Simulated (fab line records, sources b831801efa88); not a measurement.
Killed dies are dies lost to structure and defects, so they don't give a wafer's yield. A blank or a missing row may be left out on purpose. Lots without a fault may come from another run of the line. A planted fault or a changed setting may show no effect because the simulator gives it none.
Chamber matching | flow gf180mcu | GF_V5_CMP_04 on cmp-02: 4 sister chambers
The step polishes SiO2. 4 wafers are shown with their chamber, then 8 later ones without.

WAFERS WITH THEIR CHAMBER
wafer  | chamber | motor_current_A (A)
L658.6 | 1       | 13.3
L665.4 | 2       | 13.2
L665.5 | 0       | 9.5
L666.3 | 3       | 10.5

WAFERS WITHOUT THEIR CHAMBER
wafer  | motor_current_A (A)
L666.4 | 12.9
L666.5 | 13.0
L674.3 | 9.9
L674.4 | 10.5
L674.5 | 14.0
L676.2 | 9.9
L676.4 | 13.3
L676.6 | 13.8

WHICH CHAMBER EACH WENT THROUGH
wafer  | from the rows above     | in truth
L666.4 | can't be placed: 2 or 1 | 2
L666.5 | can't be placed: 2 or 1 | 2
L674.3 | can't be placed: 0 or 3 | 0
L674.4 | 3                       | 3
L674.5 | can't be placed: 1 or 2 | 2
L676.2 | can't be placed: 0 or 3 | 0
L676.4 | can't be placed: 1 or 2 | 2
L676.6 | can't be placed: 1 or 2 | 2
Placed correctly: 1 of 8. Can't be placed from these rows: 7 (the true chamber is among the candidates in 7). Placed wrongly: 0.
How it was worked out, from the rows above alone: a wafer's distance from a chamber is the root of the sum, over the readings, of the square of ((its reading less the chamber's mean) divided by the reading's scatter). The wafer belongs to the nearest chamber; if the next one is less than 2 further off, it can't be placed. A chamber's mean is the mean of its shown wafers. The scatter: with one shown wafer a chamber, the root of the mean of the squares of how far each hidden wafer lies from its nearest shown one.
